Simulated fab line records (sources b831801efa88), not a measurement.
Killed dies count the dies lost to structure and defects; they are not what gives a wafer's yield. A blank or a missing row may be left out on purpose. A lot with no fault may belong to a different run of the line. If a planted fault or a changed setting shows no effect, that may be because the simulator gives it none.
One fault through the eyes of 2 desks | flow sky130 | every desk sees just its own numbers, and what lay behind them comes last

## AT THE METROLOGY DESK
What the gauges read, lot by lot, whatever tool the lot ran on: means of the sampled wafers that have a number. Any lot whose mean is over 4 standard deviations away from the usual mean is out of limits and marked OUT; that distance is given in the brackets.
Columns: A = LDD_HVP_TW at SKY_LDD_HVP_TW_MEAS_10, usual 454.1; B = LDD_LDN_OVL at SKY_LDD_LDN_OVL_MEAS_07, usual -0.3 nm
lot  | first seen here | A     | B
L746 | day 23 09:22    | 453.9 | -0.9
L754 | day 25 16:22    | 455.8 | -0.6
L757 | day 26 16:01    | 456.0 | -1.0
L762 | day 28 13:53    | 454.9 | 1.6
L764 | day 29 04:49    | 451.1 | -1.2
L766 | day 29 16:28    | 455.5 | -1.3
This desk's verdict: no lot among the 6 shows anything out of limits.

## FOR THE TOOL OWNER'S DESK: implanter-02
The tool's own readings at SKY_LDD_LDN_IMPLANT_11: means of the sampled wafers that have a number, for each lot that ran on this tool. Any lot whose mean is over 4 standard deviations away from the usual mean is out of limits and marked OUT; that distance is given in the brackets.
Columns: A = beam_energy_keV at SKY_LDD_LDN_IMPLANT_11, usual 15.000
lot  | first seen here | A
L754 | day 26 22:04    | 16.996 (+99 or more) OUT
L757 | day 27 20:53    | 16.996 (+99 or more) OUT
L764 | day 30 08:28    | 15.001
Finding of this desk: L754, L757 out of limits; the first was L754 at day 26 22:04, on beam_energy_keV at SKY_LDD_LDN_IMPLANT_11. Within limits: L764.

## BROUGHT TOGETHER
An alarm could have come from the tool owner's desk at day 26 22:04, on L754, L757.
From the metrology desk's view, nothing was out of limits.
The metrology desk holds a record of L754, L757, inside its limits.
SKY_LDD_LDN_IMPLANT_11 was run on implanter-02 by each of the lots named.

## WHAT THE SIMULATOR HAD INSERTED
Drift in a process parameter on implanter-02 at SKY_LDD_LDN_IMPLANT_11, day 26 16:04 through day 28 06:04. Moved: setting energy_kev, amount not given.
Lots struck among those shown: L754, L757.
How many hours passed from the start of the fault until each desk's first out-of-limits reading: the tool owner's desk, 6.
